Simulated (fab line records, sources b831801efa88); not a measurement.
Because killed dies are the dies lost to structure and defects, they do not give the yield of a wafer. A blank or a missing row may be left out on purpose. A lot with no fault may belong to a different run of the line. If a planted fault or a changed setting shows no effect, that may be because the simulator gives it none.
fab line records / flow sky130
record lots=15 wafers=45 last_day=50
route steps=708 shown VT_ADJUST_NCORE@128
lots that met no fault: taken from a fault-free run of the same line
start_h: hours from the record's opening day to when the first of the lot's shown wafers began / wait_h: time in hours since the lot's previous step / " as in the row above / L1.1+2: several wafers, shown together as one row / - value missing, or start not given / * or withheld: withheld / < > ~ a bound
route shown NAME@n: names a module that has steps shown in the file, with the first one's number in the route / usual: the fault-free wafers' mean and standard deviation / same: alike in all rows / chamber/n: place in a boat / sites: per-site readings / _std_site: how widely they spread, as a standard deviation / _edge_site: outer sites' mean less inner sites' / radius_mm: for every site, how far away it sits from the centre of the wafer / mask NAME#n: copy n / behind: the last tool/chamber to shape the wafer / hold: why the lot was held/for how many hours/how that ended / device: names the non-switching transistor (n, p or np) / end of line: the route-end tests of the same wafers / a step with no rows: only its recipe / killed: the dies lost at the first sort to structure and to defects; this is not the yield of the wafer / map: per-die view of a wafer (x killed, . not killed, _ where there is no die)
set.NAME: the setting that was run; set.NAME@STEP: the one run at that earlier step / model.NAME: the simulator's own value behind a step, which no gauge read
one table for each step of the route and one row for each wafer, over a sample of lots
services: the hour from which a tool's chamber was out of use, counted from the record's first day as start_h (under 0 if before that day), plus the number of hours and why
## steps
# step SKY_VT_ADJUST_NCORE_IMPLANT_09
# recipe species=B energy_kev=10 dose_cm2=2.4e+12 tilt_deg=withheld
# usual dose_ions_cm2=2.3994e+12/2.8e+09 faraday_current_uA=13.55/0.27
# same implant_ion_amu=11
lot.wafer=L295.1 tool=implanter-04 chamber=0 start_h=200.65 wait_h=0.0 dose_ions_cm2=2.3988e+12 faraday_current_uA=13.67
lot.wafer=L295.2 tool=implanter-04 chamber=0 start_h=200.65 wait_h=0.0 dose_ions_cm2=2.4043e+12 faraday_current_uA=13.68
lot.wafer=L295.4 tool=implanter-04 chamber=0 start_h=200.65 wait_h=0.0 dose_ions_cm2=2.3998e+12 faraday_current_uA=13.57
lot.wafer=L296.1 tool=implanter-02 chamber=0 start_h=211.35 wait_h=0.0 dose_ions_cm2=2.3995e+12 faraday_current_uA=13.59
lot.wafer=L296.2 tool=implanter-02 chamber=0 start_h=211.35 wait_h=0.0 dose_ions_cm2=2.3999e+12 faraday_current_uA=13.48
lot.wafer=L296.5 tool=implanter-02 chamber=0 start_h=211.35 wait_h=0.0 dose_ions_cm2=2.3961e+12 faraday_current_uA=13.28
lot.wafer=L297.3 tool=implanter-01 chamber=0 start_h=211.35 wait_h=0.1 dose_ions_cm2=2.3972e+12 faraday_current_uA=13.74
lot.wafer=L297.4 tool=implanter-01 chamber=0 start_h=211.35 wait_h=0.1 dose_ions_cm2=2.394e+12 faraday_current_uA=13.42
lot.wafer=L297.5 tool=implanter-01 chamber=0 start_h=211.35 wait_h=0.1 dose_ions_cm2=2.3996e+12 faraday_current_uA=13.40
lot.wafer=L298.2 tool=implanter-01 chamber=0 start_h=218.23 wait_h=0.0 dose_ions_cm2=2.4061e+12 faraday_current_uA=13.45
lot.wafer=L298.3 tool=implanter-01 chamber=0 start_h=218.23 wait_h=0.0 dose_ions_cm2=2.3989e+12 faraday_current_uA=13.24
lot.wafer=L298.5 tool=implanter-01 chamber=0 start_h=218.23 wait_h=0.0 dose_ions_cm2=2.3999e+12 faraday_current_uA=14.09
lot.wafer=L300.2 tool=implanter-02 chamber=0 start_h=227.68 wait_h=0.0 dose_ions_cm2=2.4027e+12 faraday_current_uA=12.95
lot.wafer=L300.3 tool=implanter-02 chamber=0 start_h=227.68 wait_h=0.0 dose_ions_cm2=2.4032e+12 faraday_current_uA=13.77
lot.wafer=L300.5 tool=implanter-02 chamber=0 start_h=227.68 wait_h=0.0 dose_ions_cm2=2.4003e+12 faraday_current_uA=13.47
lot.wafer=L301.3 tool=implanter-02 chamber=0 start_h=230.90 wait_h=0.1 dose_ions_cm2=2.3996e+12 faraday_current_uA=13.34
lot.wafer=L301.4 tool=implanter-02 chamber=0 start_h=230.90 wait_h=0.1 dose_ions_cm2=2.4007e+12 faraday_current_uA=12.93
lot.wafer=L301.6 tool=implanter-02 chamber=0 start_h=230.90 wait_h=0.1 dose_ions_cm2=2.4018e+12 faraday_current_uA=13.91
lot.wafer=L303.2 tool=implanter-01 chamber=0 start_h=246.33 wait_h=0.0 dose_ions_cm2=2.3994e+12 faraday_current_uA=13.57
lot.wafer=L303.3 tool=implanter-01 chamber=0 start_h=246.33 wait_h=0.0 dose_ions_cm2=2.4033e+12 faraday_current_uA=13.08
lot.wafer=L303.6 tool=implanter-01 chamber=0 start_h=246.33 wait_h=0.0 dose_ions_cm2=2.4001e+12 faraday_current_uA=14.19
lot.wafer=L304.1 tool=implanter-02 chamber=0 start_h=249.25 wait_h=0.0 dose_ions_cm2=7.236e+11 faraday_current_uA=4.07
lot.wafer=L304.3 tool=implanter-02 chamber=0 start_h=249.25 wait_h=0.0 dose_ions_cm2=7.254e+11 faraday_current_uA=4.09
lot.wafer=L304.6 tool=implanter-02 chamber=0 start_h=249.25 wait_h=0.0 dose_ions_cm2=7.199e+11 faraday_current_uA=4.03
lot.wafer=L305.3 tool=implanter-02 chamber=0 start_h=259.50 wait_h=0.1 dose_ions_cm2=7.197e+11 faraday_current_uA=4.03
lot.wafer=L305.4 tool=implanter-02 chamber=0 start_h=259.50 wait_h=0.1 dose_ions_cm2=7.22e+11 faraday_current_uA=4.08
lot.wafer=L305.5 tool=implanter-02 chamber=0 start_h=259.50 wait_h=0.1 dose_ions_cm2=7.203e+11 faraday_current_uA=3.99
lot.wafer=L306.1 tool=implanter-02 chamber=0 start_h=268.20 wait_h=0.0 dose_ions_cm2=7.203e+11 faraday_current_uA=4.10
lot.wafer=L306.3 tool=implanter-02 chamber=0 start_h=268.20 wait_h=0.0 dose_ions_cm2=7.167e+11 faraday_current_uA=4.13
lot.wafer=L306.6 tool=implanter-02 chamber=0 start_h=268.20 wait_h=0.0 dose_ions_cm2=7.206e+11 faraday_current_uA=4.06
lot.wafer=L312.3 tool=implanter-04 chamber=0 start_h=307.36 wait_h=0.1 dose_ions_cm2=2.396e+12 faraday_current_uA=13.60
lot.wafer=L312.4 tool=implanter-04 chamber=0 start_h=307.36 wait_h=0.1 dose_ions_cm2=2.3985e+12 faraday_current_uA=13.13
lot.wafer=L312.5 tool=implanter-04 chamber=0 start_h=307.36 wait_h=0.1 dose_ions_cm2=2.4032e+12 faraday_current_uA=13.76
lot.wafer=L314.1 tool=implanter-02 chamber=0 start_h=326.05 wait_h=0.0 dose_ions_cm2=2.3951e+12 faraday_current_uA=13.39
lot.wafer=L314.2 tool=implanter-02 chamber=0 start_h=326.05 wait_h=0.0 dose_ions_cm2=2.3985e+12 faraday_current_uA=13.43
lot.wafer=L314.5 tool=implanter-02 chamber=0 start_h=326.05 wait_h=0.0 dose_ions_cm2=2.3953e+12 faraday_current_uA=14.00
lot.wafer=L315.1 tool=implanter-01 chamber=0 start_h=328.80 wait_h=0.0 dose_ions_cm2=2.4036e+12 faraday_current_uA=13.35
lot.wafer=L315.4 tool=implanter-01 chamber=0 start_h=328.80 wait_h=0.0 dose_ions_cm2=2.401e+12 faraday_current_uA=13.07
lot.wafer=L315.6 tool=implanter-01 chamber=0 start_h=328.80 wait_h=0.0 dose_ions_cm2=2.4026e+12 faraday_current_uA=13.30
lot.wafer=L316.2 tool=implanter-01 chamber=0 start_h=340.08 wait_h=0.0 dose_ions_cm2=2.4012e+12 faraday_current_uA=13.86
lot.wafer=L316.4 tool=implanter-01 chamber=0 start_h=340.08 wait_h=0.0 dose_ions_cm2=2.3991e+12 faraday_current_uA=13.76
lot.wafer=L316.5 tool=implanter-01 chamber=0 start_h=340.08 wait_h=0.0 dose_ions_cm2=2.3984e+12 faraday_current_uA=13.54
lot.wafer=L317.4 tool=implanter-02 chamber=0 start_h=347.48 wait_h=0.1 dose_ions_cm2=2.4022e+12 faraday_current_uA=13.32
lot.wafer=L317.5 tool=implanter-02 chamber=0 start_h=347.48 wait_h=0.1 dose_ions_cm2=2.3991e+12 faraday_current_uA=13.43
lot.wafer=L317.6 tool=implanter-02 chamber=0 start_h=347.48 wait_h=0.1 dose_ions_cm2=2.3972e+12 faraday_current_uA=13.87
# step SKY_VT_ADJUST_NCORE_TW_MEAS_11
# usual VT_ADJUST_NCORE_TW=216.4/1.1
lot.wafer=L295.1 tool=film_metro-02 chamber=- start_h=200.90 wait_h=0.1 VT_ADJUST_NCORE_TW=216.4
lot.wafer=L295.2 tool=film_metro-02 chamber=- start_h=200.90 wait_h=0.1 VT_ADJUST_NCORE_TW=216.1
lot.wafer=L295.4 tool=film_metro-02 chamber=- start_h=200.90 wait_h=0.1 VT_ADJUST_NCORE_TW=216.4
lot.wafer=L297.3 tool=film_metro-03 chamber=- start_h=211.57 wait_h=0.1 VT_ADJUST_NCORE_TW=217.2
lot.wafer=L297.4 tool=film_metro-03 chamber=- start_h=211.57 wait_h=0.1 VT_ADJUST_NCORE_TW=216.8
lot.wafer=L297.5 tool=film_metro-03 chamber=- start_h=211.57 wait_h=0.1 VT_ADJUST_NCORE_TW=217.8
lot.wafer=L296.1 tool=film_metro-01 chamber=- start_h=211.60 wait_h=0.1 VT_ADJUST_NCORE_TW=214.0
lot.wafer=L296.2 tool=film_metro-01 chamber=- start_h=211.60 wait_h=0.1 VT_ADJUST_NCORE_TW=213.2
lot.wafer=L296.5 tool=film_metro-01 chamber=- start_h=211.60 wait_h=0.1 VT_ADJUST_NCORE_TW=215.1
lot.wafer=L298.2 tool=film_metro-03 chamber=- start_h=218.47 wait_h=0.1 VT_ADJUST_NCORE_TW=216.0
lot.wafer=L298.3 tool=film_metro-03 chamber=- start_h=218.47 wait_h=0.1 VT_ADJUST_NCORE_TW=217.0
lot.wafer=L298.5 tool=film_metro-03 chamber=- start_h=218.47 wait_h=0.1 VT_ADJUST_NCORE_TW=216.6
lot.wafer=L300.2 tool=film_metro-01 chamber=- start_h=227.92 wait_h=0.1 VT_ADJUST_NCORE_TW=215.3
lot.wafer=L300.3 tool=film_metro-01 chamber=- start_h=227.92 wait_h=0.1 VT_ADJUST_NCORE_TW=217.1
lot.wafer=L300.5 tool=film_metro-01 chamber=- start_h=227.92 wait_h=0.1 VT_ADJUST_NCORE_TW=215.5
lot.wafer=L301.3 tool=film_metro-02 chamber=- start_h=231.12 wait_h=0.1 VT_ADJUST_NCORE_TW=216.9
lot.wafer=L301.4 tool=film_metro-02 chamber=- start_h=231.12 wait_h=0.1 VT_ADJUST_NCORE_TW=217.6
lot.wafer=L301.6 tool=film_metro-02 chamber=- start_h=231.12 wait_h=0.1 VT_ADJUST_NCORE_TW=216.4
lot.wafer=L303.2 tool=film_metro-02 chamber=- start_h=246.56 wait_h=0.1 VT_ADJUST_NCORE_TW=215.4
lot.wafer=L303.3 tool=film_metro-02 chamber=- start_h=246.56 wait_h=0.1 VT_ADJUST_NCORE_TW=216.5
lot.wafer=L303.6 tool=film_metro-02 chamber=- start_h=246.56 wait_h=0.1 VT_ADJUST_NCORE_TW=215.7
lot.wafer=L304.1 tool=film_metro-01 chamber=- start_h=249.50 wait_h=0.1 VT_ADJUST_NCORE_TW=154.9
lot.wafer=L304.3 tool=film_metro-01 chamber=- start_h=249.50 wait_h=0.1 VT_ADJUST_NCORE_TW=155.1
lot.wafer=L304.6 tool=film_metro-01 chamber=- start_h=249.50 wait_h=0.1 VT_ADJUST_NCORE_TW=154.3
lot.wafer=L305.3 tool=film_metro-02 chamber=- start_h=259.72 wait_h=0.1 VT_ADJUST_NCORE_TW=156.8
lot.wafer=L305.4 tool=film_metro-02 chamber=- start_h=259.72 wait_h=0.1 VT_ADJUST_NCORE_TW=156.0
lot.wafer=L305.5 tool=film_metro-02 chamber=- start_h=259.72 wait_h=0.1 VT_ADJUST_NCORE_TW=157.0
lot.wafer=L306.1 tool=film_metro-01 chamber=- start_h=268.45 wait_h=0.1 VT_ADJUST_NCORE_TW=156.1
lot.wafer=L306.3 tool=film_metro-01 chamber=- start_h=268.45 wait_h=0.1 VT_ADJUST_NCORE_TW=153.8
lot.wafer=L306.6 tool=film_metro-01 chamber=- start_h=268.45 wait_h=0.1 VT_ADJUST_NCORE_TW=155.4
lot.wafer=L312.3 tool=film_metro-01 chamber=- start_h=307.58 wait_h=0.1 VT_ADJUST_NCORE_TW=217.4
lot.wafer=L312.4 tool=film_metro-01 chamber=- start_h=307.58 wait_h=0.1 VT_ADJUST_NCORE_TW=216.9
lot.wafer=L312.5 tool=film_metro-01 chamber=- start_h=307.58 wait_h=0.1 VT_ADJUST_NCORE_TW=216.2
lot.wafer=L314.1 tool=film_metro-01 chamber=- start_h=326.30 wait_h=0.1 VT_ADJUST_NCORE_TW=214.9
lot.wafer=L314.2 tool=film_metro-01 chamber=- start_h=326.30 wait_h=0.1 VT_ADJUST_NCORE_TW=214.9
lot.wafer=L314.5 tool=film_metro-01 chamber=- start_h=326.30 wait_h=0.1 VT_ADJUST_NCORE_TW=215.9
lot.wafer=L315.1 tool=film_metro-03 chamber=- start_h=329.05 wait_h=0.1 VT_ADJUST_NCORE_TW=215.9
lot.wafer=L315.4 tool=film_metro-03 chamber=- start_h=329.05 wait_h=0.1 VT_ADJUST_NCORE_TW=215.8
lot.wafer=L315.6 tool=film_metro-03 chamber=- start_h=329.05 wait_h=0.1 VT_ADJUST_NCORE_TW=216.0
lot.wafer=L316.2 tool=film_metro-01 chamber=- start_h=340.31 wait_h=0.1 VT_ADJUST_NCORE_TW=219.7
lot.wafer=L316.4 tool=film_metro-01 chamber=- start_h=340.31 wait_h=0.1 VT_ADJUST_NCORE_TW=218.9
lot.wafer=L316.5 tool=film_metro-01 chamber=- start_h=340.31 wait_h=0.1 VT_ADJUST_NCORE_TW=218.8
lot.wafer=L317.4 tool=film_metro-02 chamber=- start_h=347.68 wait_h=0.1 VT_ADJUST_NCORE_TW=216.1
lot.wafer=L317.5 tool=film_metro-02 chamber=- start_h=347.68 wait_h=0.1 VT_ADJUST_NCORE_TW=216.7
lot.wafer=L317.6 tool=film_metro-02 chamber=- start_h=347.68 wait_h=0.1 VT_ADJUST_NCORE_TW=216.1
## services
tool=implanter-01 chamber=- start_h=178.81 hours=3.4 kind=repair
tool=implanter-01 chamber=- start_h=188.03 hours=0.9 kind=repair
tool=implanter-02 chamber=- start_h=197.42 hours=2.1 kind=repair
tool=implanter-01 chamber=- start_h=204.37 hours=0.5 kind=repair
tool=implanter-01 chamber=- start_h=248.10 hours=2.3 kind=repair
tool=implanter-01 chamber=- start_h=265.62 hours=8.4 kind=repair
tool=implanter-02 chamber=- start_h=301.66 hours=3.0 kind=repair
tool=implanter-02 chamber=- start_h=304.62 hours=3.6 kind=pm
tool=implanter-02 chamber=- start_h=309.41 hours=1.6 kind=repair
tool=implanter-01 chamber=- start_h=346.82 hours=1.9 kind=repair
## key
first_sign step=SKY_VT_ADJUST_NCORE_IMPLANT_09 reading=dose_ions_cm2 direction=down sigmas=99+ usual=* struck=*
effect step=SKY_VT_ADJUST_NCORE_IMPLANT_09 reading=faraday_current_uA direction=down sigmas=36 usual=13.55 struck=4.06
effect step=SKY_VT_ADJUST_NCORE_TW_MEAS_11 reading=VT_ADJUST_NCORE_TW direction=down sigmas=54 usual=216.4 struck=155.5
met_at SKY_VT_ADJUST_NCORE_IMPLANT_09
struck_lots L304,L305,L306
tester_left_out L304,L305,L306
onset_between 230.90 249.25
fault kind=process_parameter_drift tool=implanter-02 chamber=- onset_h=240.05 steps=SKY_VT_ADJUST_NCORE_IMPLANT_09 channel=dose_cm2 offset=* shape=step end_h=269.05 acts_in=* stated=*
# tester_left_out: of these lots the tester's yield and bins aren't shown, on N5 and GAA mostly nor the transistor test; their killed dies are dies lost to structure and defects alone, not to doping, threshold or leakage, so they don't give the yield
